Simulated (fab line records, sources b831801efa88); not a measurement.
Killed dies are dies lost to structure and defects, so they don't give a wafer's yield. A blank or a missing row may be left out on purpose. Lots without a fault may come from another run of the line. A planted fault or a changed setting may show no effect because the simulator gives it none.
Which tool did it? | flow gf180mcu | 6 lots, 18 wafers sampled, at 2 steps of a route of 602

WHAT THE GAUGES READ, wafer by wafer
GF_V5_THK_MEAS_01.
lot  | measured     | on            | V5_CVD_00_THK (nm)
L147 | day 26 19:02 | film_metro-02 | 301.4 299.9 299.6
L151 | day 28 10:08 | film_metro-02 | 298.1 302.2 301.1
L153 | day 28 21:09 | film_metro-01 | 294.9 300.7 296.7
L156 | day 29 19:10 | film_metro-03 | 301.1 303.8 300.6
L162 | day 31 07:29 | film_metro-03 | 298.8 298.9 299.2
L167 | day 32 11:08 | film_metro-03 | 299.1 297.6 299.1

WHICH TOOL RAN EACH LOT (tool, then ch and the chambers of the sampled wafers, then the start)
lot  | GF_M2_SPUTTER_00
L147 | pvd_sputter-02, day 18 13:37
L151 | pvd_sputter-02, day 20 16:28
L153 | pvd_sputter-02, day 21 05:15
L156 | pvd_sputter-01, day 22 10:32
L162 | pvd_sputter-02, day 24 05:22
L167 | pvd_sputter-01, day 25 16:49
- GF_M2_SPUTTER_00: material Ti, target thk 37.5 nm, time 150 s.

THE ANSWER, worked out from the rows above alone
Rule: what is usual is taken from the lots themselves. Put in order of their means at a reading, lots are off if they are a third of the lots or fewer, leave a main group of 4 or more, and stand apart from it by a gap of 3 or more times the standard deviation of the main group's means; of several such gaps the widest counts. A main group whose means are all the same, to the digits that the tables above print for the reading, isn't used. A lot without any number at a reading at which 4 lots or more have one is off too. The other lots that the step has rows for count as sound.
No lot is off at any reading shown: from this, nothing can be told.

WHAT THE SIMULATOR HAD PUT IN
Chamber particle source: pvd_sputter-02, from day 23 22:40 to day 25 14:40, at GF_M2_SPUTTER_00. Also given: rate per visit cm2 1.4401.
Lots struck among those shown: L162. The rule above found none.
